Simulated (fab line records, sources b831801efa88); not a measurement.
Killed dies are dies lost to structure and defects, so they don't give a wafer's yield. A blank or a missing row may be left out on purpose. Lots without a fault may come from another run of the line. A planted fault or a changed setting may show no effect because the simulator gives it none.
fab line records | flow sky130
record lots=6 wafers=18 last_day=49
route steps=708 shown SD_N@344 SD_P@359 RES_XHIGH@360 PAD_OPEN@708
lots that met no fault: from a run of the same line without faults
start_h: hours from the record's first day to the start of the lot's first wafer shown | wait_h: hours since the lot's step before | " the same as in the row above | L1.1+2: a row that stands for several wafers | - no value, or no start given | * or withheld: withheld | < > ~ a bound
route shown NAME@n: a module of which the file shows steps, and the number in the route of the first | usual: mean/standard deviation of fault-free wafers | same: alike in all rows | chamber/n: place in a boat | sites: the reading at each site | _std_site: their standard deviation | _edge_site: outer sites' mean less inner sites' | radius_mm: how far each site lies from the wafer's centre | mask NAME#n: copy n | behind: the tool/chamber that last shaped the wafer | hold: why the lot was held/for how many hours/how that ended | device: the transistor (n, p or np) that didn't switch | end of line: the same wafers' tests at the end of the route | a step without rows: its recipe alone | killed: dies lost to structure and defects at the first sort, not the wafer's yield | map: a wafer's dies, x killed, . not, _ none there
set.NAME: the setting as run; set.NAME@STEP: as run at that earlier step | model.NAME: the simulator's own value behind a step, which no gauge read
lots at some steps of the route; a table a step, a row a wafer
services: from which hour (start_h, from the record's first day; less than 0 if before it) a tool's chamber was out of use, for how many hours, and why
## steps
# step SKY_SD_N_COAT_02
# recipe resist=NOVOLAK spin_rpm=3000 resist_thk_nm=1140
# step SKY_SD_N_SOFTBAKE_03
# recipe temp_c=90 time_s=60 resist=NOVOLAK
# step SKY_SD_N_EXPOSE_04
# recipe mask_id=NSDM na=0.6 source_shape=conventional sigma_outer=0.6 polarization=unpolarized target_cd_nm=380 dose_mj=141
# step SKY_SD_N_PEB_05
# recipe temp_c=withheld time_s=* resist=NOVOLAK
# step SKY_SD_N_DEVELOP_06
# recipe resist=NOVOLAK developer=TMAH develop_time_s=60 dev_temp_c=23
# step SKY_SD_N_CD_MEAS_07
# recipe target_cd_nm=380
# usual cd_nm=379.2/2.7
# columns lot.wafer tool chamber start_h wait_h cd_nm
L458.1 cd_sem-01 - 646.41 0.1 378.2
L458.2 " - " " 377.2
L458.3 " - " " 376.1
L464.1 cd_sem-01 - 708.34 0.1 378.2
L464.2 " - " " 381.0
L464.5 " - " " 379.1
L465.1 cd_sem-01 - 711.46 0.1 381.7
L465.2 " - " " 380.2
L465.3 " - " " 382.6
L468.2 cd_sem-02 - 735.71 0.1 377.5
L468.3 " - " " 378.9
L468.5 " - " " 378.2
L474.2 cd_sem-02 - 785.91 0.1 385.8
L474.4 " - " " 384.9
L474.5 " - " " 383.6
L477.2 cd_sem-01 - 803.61 0.1 380.8
L477.3 " - " " 382.8
L477.5 " - " " 381.1
# step SKY_SD_N_OVL_MEAS_08
# usual SD_N_OVL=-1.3/1.5
# columns lot.wafer tool chamber start_h wait_h SD_N_OVL[nm]
L458.1 overlay-02 - 646.53 0.1 0.5
L458.2 " - " " -1.2
L458.3 " - " " -0.7
L464.1 overlay-01 - 708.46 0.1 -0.1
L464.2 " - " " -0.6
L464.5 " - " " -3.2
L465.1 overlay-01 - 711.58 0.1 -1.5
L465.2 " - " " -1.6
L465.3 " - " " -1.4
L468.2 overlay-01 - 735.82 0.1 -2.0
L468.3 " - " " -0.1
L468.5 " - " " -1.0
L474.2 overlay-02 - 786.02 0.1 -1.1
L474.4 " - " " -2.2
L474.5 " - " " -2.7
L477.2 overlay-02 - 803.72 0.1 -2.3
L477.3 " - " " -2.9
L477.5 " - " " -1.4
# step SKY_SD_N_IMPLANT_09
# recipe species=As energy_kev=50.9 dose_cm2=4e+15 tilt_deg=0
# step SKY_SD_N_IMPLANT_10
# recipe species=P energy_kev=20 dose_cm2=1e+14 tilt_deg=0
# step SKY_SD_N_STRIP_11
# recipe chemistry=O2/N2 power_w=1400 pressure_mtorr=1500 platen_temp_c=withheld o2_flow_sccm=3000 n2_flow_sccm=300 overash_fraction=0.5
# usual drypump_motor_current_A=5.9/0.42 oes_product_au=0.526/0.0045 strip_time_to_endpoint_s=22.68/0.052
# columns lot.wafer tool chamber start_h wait_h drypump_motor_current_A oes_product_au rf_hours_counter_h strip_time_to_endpoint_s
L458.1 plasma_asher-01 1 646.87 0.1 6.0 0.512 20 22.60
L458.2 " 0 " " 6.5 0.518 20 22.64
L458.3 " 0 " " 6.5 0.524 - 22.67
L464.1 plasma_asher-04 0 708.80 0.1 5.9 0.534 59 22.71
L464.2 " 1 " " 5.5 0.524 59 22.69
L464.5 " 0 " " 5.8 0.527 - 22.69
L465.1 plasma_asher-02 0 711.92 0.1 5.2 0.524 105 22.60
L465.2 " 1 " " 6.1 0.525 105 22.64
L465.3 " 1 " " 6.1 0.520 - 22.64
L468.2 plasma_asher-01 1 736.15 0.1 6.0 0.525 29 22.66
L468.3 " 1 " " 6.0 0.523 - 22.64
L468.5 " 1 " " 6.0 0.522 - 22.66
L474.2 plasma_asher-02 0 786.35 0.1 5.2 0.524 4 22.71
L474.4 " 1 " " 6.2 0.529 - 22.74
L474.5 " 0 " " 5.2 0.522 - 22.73
L477.2 plasma_asher-02 0 804.05 0.1 5.2 0.529 7 22.58
L477.3 " 0 " " 5.3 0.522 - 22.60
L477.5 " 0 " " 5.2 0.521 - 22.67
# step SKY_SD_N_TW_MEAS_12
# usual SD_N_TW=4034/55
# columns lot.wafer tool chamber start_h wait_h SD_N_TW
L458.1 film_metro-02 - 646.97 0.1 3926
L458.2 " - " " 3948
L458.3 " - " " 3949
L464.1 film_metro-04 - 708.90 0.1 4119
L464.2 " - " " 4084
L464.5 " - " " 4068
L465.1 film_metro-04 - 712.02 0.1 4097
L465.2 " - " " 4077
L465.3 " - " " 4091
L468.2 film_metro-02 - 736.26 0.1 3995
L468.3 " - " " 4004
L468.5 " - " " 4018
L474.2 film_metro-03 - 786.46 0.1 4021
L474.4 " - " " 4009
L474.5 " - " " 4026
L477.2 film_metro-04 - 804.16 0.1 4108
L477.3 " - " " 4069
L477.5 " - " " 4114
# step SKY_SD_N_CLEAN_13
# recipe chemistry=SC1/SC2 mix=1:4:20 temp_c=70 time_s=150 dry=n2_spin
# step SKY_SD_N_RTA_14
# recipe temp_c=1075 time_s=2 idle_temp_c=650 ramp_up_c_per_s=150 ramp_down_c_per_s=90 ambient=N2
# usual lamp_power_pct=15.73/0.054 wafer_temp_C_max=1078.0/1.4
# columns lot.wafer tool chamber start_h wait_h lamp_power_pct wafer_temp_C_max
L458.1 rtp_anneal-01 0 647.08 0.0 15.82 1077.3
L458.2 " 0 " " 15.73 1075.9
L458.3 " 0 " " 15.70 1075.9
L464.1 rtp_anneal-01 0 709.02 0.0 15.80 1076.7
L464.2 " 0 " " 15.78 1077.0
L464.5 " 0 " " 15.76 1076.6
L465.1 rtp_anneal-02 0 712.13 0.0 15.67 1077.6
L465.2 " 0 " " 15.74 1075.9
L465.3 " 0 " " 15.69 1078.7
L468.2 rtp_anneal-02 0 736.37 0.0 15.73 1078.1
L468.3 " 0 " " 15.66 1080.0
L468.5 " 0 " " 15.67 1078.7
L474.2 rtp_anneal-01 0 786.57 0.0 15.67 1078.7
L474.4 " 0 " " 15.68 1077.4
L474.5 " 0 " " 15.67 1077.2
L477.2 rtp_anneal-02 0 804.27 0.0 15.76 1078.4
L477.3 " 0 " " 15.71 1078.3
L477.5 " 0 " " 15.80 1074.8
# step SKY_SD_N_RS_MEAS_16
# recipe thk_meas_gauge=four-point-probe
# usual SD_N_RS=67.92/0.12
# columns lot.wafer tool chamber start_h wait_h hold SD_N_RS[ohm/sq]
L458.1 film_metro-03 - 647.25 0.1 - 68.10
L458.2 " - " " - 68.01
L458.3 " - " " - 68.03
L464.1 film_metro-02 - 709.19 0.1 - 67.85
L464.2 " - " " - 67.99
L464.5 " - " " - 68.08
L465.1 film_metro-03 - 712.31 0.1 await_dispo/0.2h/release 70.72
L465.2 " - " " await_dispo/0.2h/release 70.60
L465.3 " - " " await_dispo/0.2h/release 70.90
L465.1 film_metro-03 - 713.30 1.0 - 70.76
L465.2 " - " " - 70.49
L465.3 " - " " - 70.42
L468.2 film_metro-03 - 736.55 0.1 await_dispo/0.2h/release 70.81
L468.3 " - " " await_dispo/0.2h/release 70.70
L468.5 " - " " await_dispo/0.2h/release 70.62
L468.2 film_metro-03 - 736.91 0.3 - 70.56
L468.3 " - " " - 70.51
L468.5 " - " " - 70.84
L474.2 film_metro-04 - 786.76 0.1 - 67.82
L474.4 " - " " - 67.94
L474.5 " - " " - 68.06
L477.2 film_metro-02 - 804.45 0.1 - 67.89
L477.3 " - " " - 67.81
L477.5 " - " " - 68.02
# step SKY_SD_N_RS_MEAS_17
# recipe thk_meas_gauge=four-point-probe
# usual SD_P_RS=147.0/0.36
# columns lot.wafer tool chamber start_h wait_h hold SD_P_RS[ohm/sq]
L458.1 film_metro-03 - 647.37 0.1 - 147.0
L458.2 " - " " - 146.5
L458.3 " - " " - 147.0
L464.1 film_metro-02 - 709.31 0.1 - 146.3
L464.2 " - " " - 146.7
L464.5 " - " " - 146.6
L465.1 film_metro-03 - 719.14 5.8 await_dispo/0.2h/release 162.8
L465.2 " - " " await_dispo/0.2h/release 162.1
L465.3 " - " " await_dispo/0.2h/release 162.2
L465.1 film_metro-03 - 719.42 0.3 - 163.0
L465.2 " - " " - 162.3
L465.3 " - " " - 162.5
L468.2 film_metro-03 - 748.49 11.6 await_dispo/0.2h/release 161.5
L468.3 " - " " await_dispo/0.2h/release 162.4
L468.5 " - " " await_dispo/0.2h/release 162.8
L468.2 film_metro-03 - 748.78 0.3 - 161.8
L468.3 " - " " - 162.2
L468.5 " - " " - 162.7
L474.2 film_metro-04 - 786.88 0.1 - 147.6
L474.4 " - " " - 147.1
L474.5 " - " " - 147.4
L477.2 film_metro-02 - 804.57 0.1 - 146.6
L477.3 " - " " - 146.5
L477.5 " - " " - 147.0
# step SKY_SD_N_RS_MEAS_18
# recipe thk_meas_gauge=four-point-probe
# usual RES_XHIGH_RS=330.7/1.4
# columns lot.wafer tool chamber start_h wait_h hold RES_XHIGH_RS[ohm/sq]
L458.1 film_metro-03 - 647.49 0.1 - 330.3
L458.2 " - " " - 329.1
L458.3 " - " " - 329.6
L464.1 film_metro-02 - 709.43 0.1 - 327.3
L464.2 " - " " - 326.3
L464.5 " - " " - 327.2
L465.1 film_metro-03 - 724.12 4.7 await_dispo/4.6h/release 334.2
L465.2 " - " " await_dispo/4.6h/release 334.8
L465.3 " - " " await_dispo/4.6h/release 335.2
L468.2 film_metro-03 - 750.63 1.8 await_dispo/1.7h/release 332.9
L468.3 " - " " await_dispo/1.7h/release 332.1
L468.5 " - " " await_dispo/1.7h/release 331.1
L474.2 film_metro-04 - 787.00 0.1 - 331.8
L474.4 " - " " - 332.5
L474.5 " - " " - 330.9
L477.2 film_metro-02 - 804.69 0.1 - 331.9
L477.3 " - " " - 331.3
L477.5 " - " " - 331.2
# step SKY_PAD_OPEN_PROBE_99
# usual killed_at_M0_to_M3=44/7.5 killed_at_M4_up=3.1/1.7 killed_at_contacts=24/6.2 killed_at_front_end=15/4.2 killed_at_other=0.4/0.58 killed_dies=85/10 killed_on_rim=17/4 killed_open=47/7.7 killed_short=38/6.4
# same gross_dies=492 killed_at_back_side=0
# columns lot.wafer tool chamber start_h wait_h killed_at_M0_to_M3 killed_at_M4_up killed_at_contacts killed_at_front_end killed_at_other killed_dies killed_on_rim killed_open killed_short model.etest.res_xhigh_po.line_ohm_um model.etest.res_xhigh_po.rs_ohm_sq_rim_less_centre model.etest.res_xhigh_po.rs_ohm_sq_range model.etest.res_xhigh_po.rs_ohm_sq model.etest.pfet_01v8.r_on_ohm_um model.etest.res_pdiff.line_ohm_um model.etest.tip_p.rs_ohm_sq model.etest.tip_p.rs_ohm_sq_rim_less_centre
L458.1 prober-02 - 1073.46 0.1 42 1 32 17 0 92 16 59 32 5416 82.09 110.4 1928 2829 1333 6821 -121.9
L458.2 prober-02 - 1073.51 0.1 47 0 26 9 1 83 14 45 38 5526 53.89 106.4 1944 2802 1321 6800 -5.076
L458.3 prober-02 - 1073.56 0.2 44 3 21 13 0 81 12 41 40 5859 47.84 103.8 2029 2806 1314 6822 -112.4
L465.1 prober-02 - 1123.13 0.1 45 5 34 16 0 100 20 47 52 7016 612.1 624.9 2455 3128 1546 7133 141.5
L465.2 prober-02 - 1123.18 0.1 46 1 19 11 1 78 17 35 43 6861 573.6 614.9 2418 3147 1547 7116 153.9
L465.3 prober-02 - 1123.23 0.2 31 2 23 21 1 78 13 37 41 6982 611.9 645.5 2446 3116 1554 7144 122.1
L464.1 prober-01 - 1123.48 0.1 51 1 19 19 0 90 19 49 39 5215 1.165 44.27 1843 2934 1370 6765 -54.03
L464.2 prober-01 - 1123.53 0.1 39 2 19 20 1 81 16 45 35 5324 22.86 72.23 1890 2855 1346 6690 -2.721
L464.5 prober-01 - 1123.68 0.2 56 2 20 18 0 96 18 52 43 5256 18.42 54.29 1864 2914 1376 6805 2.362
L468.2 prober-01 - 1137.88 0.1 41 2 36 13 1 93 22 56 37 6885 711 741.7 2394 3005 1506 6901 94.17
L468.3 prober-01 - 1137.93 0.2 46 4 39 25 0 114 20 60 54 6705 702.4 746.8 2344 3013 1523 6927 48.11
L468.5 prober-01 - 1138.03 0.2 32 5 38 16 1 92 13 50 42 6848 743.1 764.1 2404 2986 1521 6897 34.63
L474.2 prober-02 - 1171.75 0.1 43 2 27 15 0 87 23 42 45 5583 32.9 43.1 1946 2852 1348 6894 123.4
L474.4 prober-02 - 1171.85 0.2 51 3 27 16 1 98 21 57 41 5664 28.66 39.34 1934 2869 1356 6890 -24.73
L474.5 prober-02 - 1171.90 0.2 42 2 34 21 1 100 24 59 41 5624 7.536 48.9 1956 2807 1362 6901 77.73
L477.2 prober-01 - 1183.34 0.1 42 2 23 12 0 79 20 44 35 5579 23.69 44.37 1960 2920 1345 6968 -151.9
L477.3 prober-01 - 1183.39 0.2 48 3 20 12 0 83 18 42 41 5362 35.3 52.87 1934 2958 1361 6998 -26.26
L477.5 prober-01 - 1183.49 0.2 47 4 15 10 0 76 14 42 34 5508 44.9 77.64 1963 3006 1366 6959 -74.72
# killed by level:class
L458.1 VIA1:geometric_particle:open=17 CONTACT:geometric_particle:open=12 CONTACT:geometric_particle:short=10 VIA3:geometric_particle:open=7 POLY_GATE:geometric_particle:open=5 LI_CONTACT:geometric_particle:open=5 POLY_GATE:geometric_particle:short=4 LOCAL_INTERCONNECT:geometric_particle:short=4
L458.2 VIA1:geometric_particle:open=10 CONTACT:geometric_particle:short=8 METAL2:geometric_particle:short=7 METAL1:geometric_particle:short=7 CONTACT:geometric_particle:open=6 VIA2:geometric_particle:open=6 VIA3:geometric_particle:open=6 LOCAL_INTERCONNECT:geometric_particle:open=5
L458.3 METAL2:geometric_particle:short=8 VIA1:geometric_particle:open=7 VIA2:geometric_particle:open=7 CONTACT:geometric_particle:short=6 VIA3:geometric_particle:open=6 LI_CONTACT:geometric_particle:open=5 METAL1:geometric_particle:short=5 LOCAL_INTERCONNECT:geometric_particle:short=5
L465.1 METAL1:geometric_particle:short=10 LI_CONTACT:geometric_particle:open=9 CONTACT:geometric_particle:open=9 VIA1:geometric_particle:open=9 VIA3:geometric_particle:open=8 LI_CONTACT:geometric_particle:short=6 POLY_GATE:geometric_particle:short=5 CONTACT:geometric_particle:short=5
L465.2 METAL1:geometric_particle:short=13 CONTACT:geometric_particle:open=7 VIA1:geometric_particle:open=7 LOCAL_INTERCONNECT:geometric_particle:short=5 METAL2:geometric_particle:short=5 VIA2:geometric_particle:open=5 VIA3:geometric_particle:open=4 METAL3:geometric_particle:short=4
L465.3 LI_CONTACT:geometric_particle:open=7 CONTACT:geometric_particle:open=7 POLY_GATE:geometric_particle:short=6 VIA1:geometric_particle:open=6 FIELD_ISO:geometric_particle:short=5 FIELD_ISO:geometric_particle:open=5 VIA1:geometric_particle:short=5 METAL2:geometric_particle:short=5
L464.1 VIA1:geometric_particle:open=15 METAL2:geometric_particle:short=12 LI_CONTACT:geometric_particle:open=9 CONTACT:geometric_particle:open=8 POLY_GATE:geometric_particle:short=6 VIA2:geometric_particle:open=6 SPACER:geometric_particle:short=4 METAL1:geometric_particle:open=4
L464.2 VIA1:geometric_particle:open=8 VIA2:geometric_particle:open=7 POLY_GATE:geometric_particle:open=5 CONTACT:geometric_particle:open=5 METAL1:geometric_particle:short=5 VIA1:geometric_particle:short=5 FIELD_ISO:geometric_particle:open=4 POLY_GATE:geometric_particle:short=4
L464.5 VIA1:geometric_particle:open=13 VIA1:geometric_particle:short=11 POLY_GATE:geometric_particle:open=7 VIA3:geometric_particle:open=7 LI_CONTACT:geometric_particle:open=6 METAL2:geometric_particle:short=6 VIA2:geometric_particle:open=6 LOCAL_INTERCONNECT:geometric_particle:short=5
L468.2 CONTACT:geometric_particle:open=14 VIA1:geometric_particle:open=10 LI_CONTACT:geometric_particle:open=10 VIA1:geometric_particle:short=7 VIA3:geometric_particle:open=6 LI_CONTACT:geometric_particle:short=5 METAL2:geometric_particle:short=4 POLY_GATE:geometric_particle:open=4
L468.3 CONTACT:geometric_particle:open=11 FIELD_ISO:geometric_particle:short=10 LI_CONTACT:geometric_particle:open=10 CONTACT:geometric_particle:short=9 METAL1:geometric_particle:short=8 VIA3:geometric_particle:open=8 VIA1:geometric_particle:open=7 VIA2:geometric_particle:open=7
L468.5 LI_CONTACT:geometric_particle:open=11 CONTACT:geometric_particle:open=10 VIA1:geometric_particle:open=8 CONTACT:geometric_particle:short=5 METAL4:geometric_particle:short=5 FIELD_ISO:geometric_particle:open=4 POLY_GATE:geometric_particle:open=4 LI_CONTACT:geometric_particle:short=4
L474.2 CONTACT:geometric_particle:open=10 VIA1:geometric_particle:open=7 LOCAL_INTERCONNECT:geometric_particle:short=6 VIA3:geometric_particle:short=6 METAL2:geometric_particle:short=6 FIELD_ISO:geometric_particle:short=5 POLY_GATE:geometric_particle:open=4 LI_CONTACT:geometric_particle:short=4
L474.4 CONTACT:geometric_particle:open=11 VIA2:geometric_particle:open=11 VIA1:geometric_particle:open=10 METAL1:geometric_particle:short=9 VIA3:geometric_particle:open=8 LI_CONTACT:geometric_particle:open=6 POLY_GATE:geometric_particle:short=5 CONTACT:geometric_particle:short=5
L474.5 CONTACT:geometric_particle:open=17 VIA3:geometric_particle:open=9 LI_CONTACT:geometric_particle:open=8 VIA1:geometric_particle:open=8 FIELD_ISO:geometric_particle:open=6 FIELD_ISO:geometric_particle:short=6 METAL2:geometric_particle:short=6 VIA3:geometric_particle:short=6
L477.2 VIA1:geometric_particle:open=9 VIA2:geometric_particle:open=8 CONTACT:geometric_particle:open=7 FIELD_ISO:geometric_particle:open=6 LI_CONTACT:geometric_particle:open=5 LOCAL_INTERCONNECT:geometric_particle:short=5 METAL1:geometric_particle:short=5 METAL2:geometric_particle:short=5
L477.3 VIA1:geometric_particle:open=14 LOCAL_INTERCONNECT:geometric_particle:short=8 METAL1:geometric_particle:short=8 CONTACT:geometric_particle:open=7 VIA1:geometric_particle:short=6 FIELD_ISO:geometric_particle:open=5 VIA2:geometric_particle:open=5 VIA3:geometric_particle:short=5
L477.5 VIA1:geometric_particle:open=15 METAL2:geometric_particle:short=6 VIA1:geometric_particle:short=5 CONTACT:geometric_particle:open=4 LI_CONTACT:geometric_particle:open=4 METAL1:geometric_particle:short=4 VIA2:geometric_particle:open=4 SPACER:geometric_particle:open=3
## services
# columns tool chamber start_h hours kind
plasma_asher-02 - 733.75 9.0 pm
plasma_asher-02 0 733.75 9.0 vent_cycle
plasma_asher-02 1 733.75 9.0 vent_cycle
plasma_asher-02 0 742.75 - clean
plasma_asher-02 1 742.75 - clean
plasma_asher-01 - 791.39 28.3 pm
## key
first_sign step=SKY_SD_N_RS_MEAS_16 reading=visit direction=added
effect step=SKY_SD_N_RS_MEAS_16 reading=SD_N_RS direction=up sigmas=24 usual=67.92 struck=70.72
effect step=SKY_SD_N_RS_MEAS_17 reading=visit direction=added
effect step=SKY_SD_N_RS_MEAS_17 reading=SD_P_RS direction=up sigmas=42 usual=147.0 struck=162.3
model_effect step=SKY_PAD_OPEN_PROBE_99 value=etest.res_xhigh_po.line_ohm_um without=5794 struck=6883
met_at SKY_SD_N_RTA_14
struck_wafers L465.1,L465.2,L465.3,L468.2,L468.3,L468.5
tester_left_out L465,L468
fault kind=process_parameter_drift tool=rtp_anneal-02 chamber=- onset_h=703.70 steps=SKY_SD_N_RTA_14 channel=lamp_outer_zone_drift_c offset=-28 shape=step end_h=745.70
# tester_left_out: of these lots the tester's yield and bins aren't shown, on N5 and GAA mostly nor the transistor test; their killed dies are dies lost to structure and defects alone, not to doping, threshold or leakage, so they don't give the yield
